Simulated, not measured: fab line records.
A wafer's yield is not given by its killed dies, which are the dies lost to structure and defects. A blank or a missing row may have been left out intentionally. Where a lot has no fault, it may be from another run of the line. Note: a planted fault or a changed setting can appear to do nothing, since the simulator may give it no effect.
Split-lot study	flow sky130	on a route of 708 steps: 5 lots, 23 wafers read

## SPLIT DETAILS
At SKY_PASSIVATION_EXPOSE_08 (exposes mask NSM, target cd 3000 nm), the setting dose mj was moved away from the recipe's 260 on 6 of the 23 wafers read, by -5.5% to +5.3%. The other wafers ran this setting at the recipe's value.

## FROM THE SPLIT TO THE READING: what the file shows between them, 2 steps
- SKY_PASSIVATION_PEB_09
- SKY_PASSIVATION_DEVELOP_10: develop time 60 s

## THE READING
PASSIVATION.cd nm (the simulator's own value, which no gauge read), in nm, at SKY_PASSIVATION_ETCH_11 (etches the open film in CF4/O2, stops on AlCu, target depth 725 nm, time 161.1 s). There is no usual value for it anywhere in the file. Average 2991 nm, standard deviation 8.9 nm, over the 17 wafers here run with the recipe.

wafer	tool, chamber at the split	dose mj as run	against the recipe	PASSIVATION.cd nm, nm	against lot-mates on the recipe
L074.1	iline stepper-01, 0	260	recipe	2998	-
L074.2	iline stepper-01, 0	260	recipe	3005	-
L074.3	iline stepper-01, 0	251.2	-3.4%	2996	-7
L074.5	iline stepper-01, 0	251.2	-3.4%	2991	-12
L074.6	iline stepper-01, 0	260	recipe	3007	-
L079.2	iline stepper-02, 0	260	recipe	2980	-
L079.4	iline stepper-02, 0	260	recipe	2972	-
L079.5	iline stepper-02, 0	260	recipe	2976	-
L082.1	iline stepper-02, 0	260	recipe	2990	-
L082.2	iline stepper-02, 0	273.8	+5.3%	3010	+20
L082.3	iline stepper-02, 0	260	recipe	2987	-
L082.4	iline stepper-02, 0	260	recipe	2992	-
L082.6	iline stepper-02, 0	273.8	+5.3%	3002	+12
L081.1	iline stepper-02, 0	260	recipe	2992	-
L081.2	iline stepper-02, 0	245.6	-5.5%	2976	-17
L081.3	iline stepper-02, 0	260	recipe	2996	-
L081.4	iline stepper-02, 0	245.6	-5.5%	2980	-13
L081.6	iline stepper-02, 0	260	recipe	2990	-
L084.1	iline stepper-01, 0	260	recipe	2986	-
L084.2	iline stepper-01, 0	260	recipe	2993	-
L084.3	iline stepper-01, 0	260	recipe	2994	-
L084.4	iline stepper-01, 0	260	recipe	2997	-
L084.6	iline stepper-01, 0	260	recipe	2985	-

FIT RESULTS
A straight line over all 23 wafers: PASSIVATION.cd nm changes by +2.07 nm for each +1% of dose mj; r = +0.52; the points scatter about the line by 8.8 nm.
The same after taking each lot's own level away (the mean of its wafers on the recipe; 23 wafers): +2.87 nm for each +1%; r = +0.90; scatter 3.6 nm.
Per that fit: largest dose mj move, reading shift of 16 nm.
Across the lots, their own levels run from 2976.0 to 3003.3 nm, a range of 3.1 times the standard deviation given above.
So the lot-to-lot level blurs the effect unless lot-mates are compared.
Check: -15.4 nm against its lot-mates is what the line predicts for one of the wafers moved furthest among these (-5.5%) when that wafer is left out of the fit. Against them it came out at -16.7 nm.

## OTHER SPLITS ON THESE WAFERS
Other splits were also applied to these wafers ahead of the reading. Each is held against what the fit with the lots' levels taken away leaves over:
other split on the same wafers	wafers away from the commonest value	r with PASSIVATION.cd nm (lot level and that fit taken away)
SKY_VIA3_ETCH_15 time s	4	+0.25
SKY_METAL4_SPUTTER_03 power w	6	-0.14
SKY_VIA4_HDPCVD_00 sih4 flow sccm	10	+0.09
SKY_VIA4_SPUTTER_17 chamber pressure pa	15	+0.02
SKY_METAL5_SPUTTER_03 time s	10	-0.19
SKY_METAL5_SOFTBAKE_10 temp c	11	+0.02
SKY_METAL5_METAL_ETCH_15 time s	7	+0.04

## THE FILE'S OWN FIT
PASSIVATION.cd nm changes by +2.91 nm for each +1% of dose mj, r = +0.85.
